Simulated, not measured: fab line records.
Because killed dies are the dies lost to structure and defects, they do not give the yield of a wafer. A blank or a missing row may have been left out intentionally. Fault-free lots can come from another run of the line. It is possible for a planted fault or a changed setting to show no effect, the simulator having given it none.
Comparing a struck lot with a sound one :: flow sky130 :: 28 steps out of a route of 708
Sound: these wafers, L180.1, L180.3, L180.5. Wafers L196.1, L196.4, L196.6 were the ones struck. At the end, the cause is stated.
Order at every step that has rows: each side's tool, ch and its chambers, its first start. Under that, the readings that differ: sound wafers :: struck wafers :: difference of the means :: sigmas: that difference in standard deviations of wafers without a fault.
alike: a reading whose means differ by less than 2 such deviations, as well as words and numbers matching on both sides. not compared: withheld readings; readings where some wafer has no value; bounds like >300 that might hide an equal value; numbers whose values overlap and for which the record gives no deviation.
The two part at a step that has a row with sigmas, a row that says differs or no value, or rows on one side only. Numbers that don't overlap but have no deviation are shown without sigmas and don't part them. Lack of a reading on every wafer of one side parts them only where that side has two or more wafers.

first, 5 steps without rows for these wafers: SKY_SONOS_ONO_COAT_08 (resist thk 1140 nm); SKY_SONOS_ONO_SOFTBAKE_09 (time 60 s); SKY_SONOS_ONO_EXPOSE_10 (exposes mask ONOM, target cd 410 nm); SKY_SONOS_ONO_PEB_11; SKY_SONOS_ONO_DEVELOP_12 (develop time 60 s).
SKY_SONOS_ONO_CD_MEAS_13: the cd target is 410 nm.
  struck on cd sem-01, day 19 06:43; sound on cd sem-02, day 13 21:05
  alike: cd nm
SKY_SONOS_ONO_OVL_MEAS_14:
  struck on overlay-01, day 19 06:50; sound on overlay-02, day 13 21:12
  alike: SONOS_ONO_OVL
SKY_SONOS_ONO_ETCH_15: etches the open film in CHF3/O2, target depth 19.52 nm, time 7.8 s.
  sound on rie diel-01 ch 0,1,3, day 13 21:14; struck on rie diel-02 ch 1,2, day 19 06:52
reading: oes product au (a.u.)
sound: 1.000 1.012 1.003
struck: 0.977 0.993 0.985
difference: -0.020
sigmas: -2
  alike: O2_flow_sccm, drypump motor current A, throttle valve pct
  not compared: rf hours counter h
then, 1 step without rows for these wafers: SKY_SONOS_ONO_WET_ETCH_16 (etches SiO2 in dHF, target depth 14 nm, time 280 s).
SKY_SONOS_ONO_STRIP_17: strips in O2/N2.
  sound on plasma asher-04 ch 0,1, day 13 21:23; struck on plasma asher-04 ch 0,1, day 19 06:59
  alike: drypump motor current A, oes product au, strip time to endpoint s
  not compared: rf hours counter h
then, 2 steps without rows for these wafers: SKY_SONOS_ONO_WET_ETCH_18 (etches Si3N4 in H3PO4, target depth 15 nm, time 172 s); SKY_GATE_OXIDE_CLEAN_00 (cleans in SC1/SC2, time 150 s).
SKY_GATE_OXIDE_OXIDATION_01: stabilise 600 s, purge 300 s, target thk 10.268 nm.
  sound on furnace-02 ch 0, day 13 22:47; struck on furnace-01 ch 0, day 19 07:12
reading: zone power lower pct (%)
sound: 21.2 20.9 21.1
struck: 18.0 17.8 18.3
difference: -3.0
sigmas: -2

reading: model.SiO2_of_GATE_OXIDE_OXIDATION_01.thk nm (nm)
sound: 10.33 10.39 10.3
struck: 7.623 7.71 7.696
difference: -2.664
sigmas: 
  alike: ox temp c
SKY_GATE_OXIDE_THK_MEAS_02:
  struck on film metro-01, day 19 08:56; sound on film metro-01, day 14 00:12
reading: GATE_OXIDE_OXIDATION_00_THK (nm)
sound: 10.34 10.39 10.29
struck: 7.60 7.70 7.70
difference: -2.67
sigmas: -16
  not compared: hold
then, 6 steps without rows for these wafers: SKY_GATE_OXIDE_HMDS_04 (prime time 60 s); SKY_GATE_OXIDE_COAT_05 (resist thk 1140 nm); SKY_GATE_OXIDE_SOFTBAKE_06 (time 60 s); SKY_GATE_OXIDE_EXPOSE_07 (exposes mask LVOM, target cd 600 nm); SKY_GATE_OXIDE_PEB_08; SKY_GATE_OXIDE_DEVELOP_09 (develop time 60 s).
SKY_GATE_OXIDE_OVL_MEAS_10:
  struck on overlay-02, day 20 14:55; sound on overlay-01, day 15 02:43
  alike: GATE_OXIDE_OVL
then, 2 steps without rows for these wafers: SKY_GATE_OXIDE_IMPLANT_11; SKY_GATE_OXIDE_WET_ETCH_12 (etches SiO2 in dHF, target depth 16.8 nm, time 336 s).
SKY_GATE_OXIDE_STRIP_13: strips in O2/N2.
  sound on plasma asher-02 ch 0,1, day 15 03:00; struck on plasma asher-03 ch 0,1, day 20 15:12
  alike: drypump motor current A, oes product au, strip time to endpoint s
  not compared: rf hours counter h
SKY_GATE_OXIDE_TW_MEAS_14:
  struck on film metro-02, day 20 15:39; sound on film metro-01, day 15 03:06
  alike: GATE_OXIDE_TW
  not compared: hold
SKY_GATE_OXIDE_OXIDATION_16: stabilise 600 s, purge 300 s, target thk 3.57 nm.
  sound on furnace-02 ch 0, day 15 05:10; struck on furnace-02 ch 0, day 20 17:37
reading: model.SiO2_of_GATE_OXIDE_OXIDATION_01.thk nm (nm)
sound: 11.69 11.75 11.62
struck: 9.175 9.262 9.271
difference: -2.451
sigmas: 
  alike: ox temp c, zone power lower pct
then, 1 step without rows for these wafers: SKY_POLY_GATE_CVD_00 (deposits poly-Si, target thk 180 nm, time 720 s).
-- the record jumps here: 29 days lie between the struck wafers' starts before and after (it left off in module POLY_GATE and takes up again in module PAD_OPEN, whose first step shown is number 708 of the route) --
SKY_PAD_OPEN_PROBE_99:
  only the struck wafers here have rows in the record (prober-02, day 50 05:33); the sound ones have none

== WHERE THEY PART ==
First at SKY_SONOS_ONO_ETCH_15; last, within this record, at SKY_PAD_OPEN_PROBE_99.

WHY: what had been put in by the simulator
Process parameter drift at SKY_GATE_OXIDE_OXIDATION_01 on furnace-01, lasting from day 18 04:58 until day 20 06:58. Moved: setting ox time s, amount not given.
